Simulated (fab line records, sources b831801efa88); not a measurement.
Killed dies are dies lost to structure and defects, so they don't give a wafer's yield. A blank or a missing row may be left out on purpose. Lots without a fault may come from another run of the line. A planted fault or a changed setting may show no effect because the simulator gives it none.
Which tool did it? | flow gf180mcu | 11 lots, 33 wafers sampled, at 3 steps of a route of 602

WHAT THE GAUGES READ, wafer by wafer
GF_CONTACT_RS_MEAS_25: measures by four-point-probe.
lot  | measured     | on            | CONTACT_W_RS (ohm/sq)
L134 | day 16 03:03 | film_metro-02 | 0.382 0.378 0.377
L135 | day 16 06:58 | film_metro-02 | 0.386 0.372 0.376
L136 | day 16 21:17 | film_metro-03 | 0.384 0.372 0.385
L140 | day 18 12:09 | film_metro-03 | 0.379 0.374 0.383
L141 | day 18 19:02 | film_metro-03 | 0.372 0.382 0.369
L142 | day 19 05:42 | film_metro-03 | 0.390 0.392 0.387
L143 | day 19 15:05 | film_metro-03 | 0.388 0.389 0.393
L144 | day 19 17:13 | film_metro-04 | 0.386 0.375 0.386
L150 | day 21 21:58 | film_metro-02 | 0.386 0.389 0.390
L153 | day 22 16:20 | film_metro-03 | 0.448 0.449 0.437
L154 | day 22 22:43 | film_metro-04 | 0.443 0.435 0.448

GF_CONTACT_THK_MEAS_26: measures by xrf.
lot  | measured     | on            | CONTACT_W_THK (nm)
L134 | day 16 03:10 | film_metro-02 | 308 312 314
L135 | day 16 07:05 | film_metro-02 | 308 319 315
L136 | day 16 21:24 | film_metro-03 | 296 307 296
L140 | day 18 12:14 | film_metro-03 | 301 307 299
L141 | day 18 19:09 | film_metro-03 | 307 299 309
L142 | day 19 05:49 | film_metro-03 | 297 294 298
L143 | day 19 15:10 | film_metro-03 | 298 296 294
L144 | day 19 17:20 | film_metro-04 | 300 311 301
L150 | day 21 22:04 | film_metro-02 | 308 303 303
L153 | day 22 16:27 | film_metro-03 | 257 256 264
L154 | day 22 22:49 | film_metro-04 | 262 267 259

WHICH TOOL RAN EACH LOT (tool, then ch and the chambers of the sampled wafers, then the start)
lot  | GF_CONTACT_CVD_24
L134 | cvd_w-02 ch 0,1, day 16 02:56
L135 | cvd_w-01 ch 0,1, day 16 06:52
L136 | cvd_w-01 ch 0,1, day 16 21:10
L140 | cvd_w-01 ch 0,1, day 18 12:01
L141 | cvd_w-01 ch 0,1, day 18 18:56
L142 | cvd_w-02 ch 0, day 19 05:30
L143 | cvd_w-02 ch 0,1, day 19 14:57
L144 | cvd_w-01 ch 0,1, day 19 17:07
L150 | cvd_w-02 ch 0,1, day 21 21:51
L153 | cvd_w-01 ch 0,1, day 22 16:13
L154 | cvd_w-01 ch 0,1, day 22 22:35
- GF_CONTACT_CVD_24: deposits W, target thk 300 nm, time 90.339 s.

WHAT THE TOOLS THEMSELVES READ (means of the sampled wafers that have a number; where no wafer has one, the mark that the record gives instead)
GF_CONTACT_CVD_24.
lot  | tool     | heater_power_w (W) | susceptor_temp_C (C)
L134 | cvd_w-02 | 839                | 400.09
L135 | cvd_w-01 | 846                | 400.02
L136 | cvd_w-01 | 830                | 400.20
L140 | cvd_w-01 | 830                | 399.80
L141 | cvd_w-01 | 853                | 399.95
L142 | cvd_w-02 | 829                | 400.08
L143 | cvd_w-02 | 835                | 399.93
L144 | cvd_w-01 | 827                | 400.11
L150 | cvd_w-02 | 848                | 400.10
L153 | cvd_w-01 | 790                | 391.81
L154 | cvd_w-01 | 772                | 391.67

THE ANSWER, worked out from the rows above alone
Rule: what is usual is taken from the lots themselves. Put in order of their means at a reading, lots are off if they are a third of the lots or fewer, leave a main group of 4 or more, and stand apart from it by a gap of 3 or more times the standard deviation of the main group's means; of several such gaps the widest counts. A main group whose means are all the same, to the digits that the tables above print for the reading, isn't used. A lot without any number at a reading at which 4 lots or more have one is off too. The other lots that the step has rows for count as sound. The gauges are gone through in route order, then the tools' own readings, and for those a lot's mean is taken as printed above. The first step at which some lot is off is used, and at that step the reading that is off furthest; a lot without a number counts as furthest.
Off: L153, L154, at GF_CONTACT_RS_MEAS_25 (CONTACT_W_RS). The main group: mean 0.382 ohm/sq, standard deviation 0.0054.
A tool fits if, at a process step before that reading, it ran every lot that is off, and no sound lot after the first of them. The gauges at GF_CONTACT_RS_MEAS_25 aren't tried: what is off there is off at GF_CONTACT_CVD_24 too, on other tools, and a gauge's error can't cause that. One fits: cvd_w-01 at GF_CONTACT_CVD_24. Its last sound lot is L144 (day 19 17:07), its first lot that is off L153 (day 22 16:13): a fault that began between those two fits.
The tool's own readings at GF_CONTACT_CVD_24 bear it out: on the lots that are off they differ by more than 5 times the standard deviation of the sound lots' means. heater_power_w reads 781 W there against 837 W on the sound lots; susceptor_temp_C reads 391.74 C there against 400.03 C on the sound lots.

WHAT THE SIMULATOR HAD PUT IN
Process parameter drift: cvd_w-01, from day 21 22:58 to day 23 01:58, at GF_CONTACT_CVD_24. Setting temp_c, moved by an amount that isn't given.
Lots struck among those shown: L153, L154. The rule above found the same.
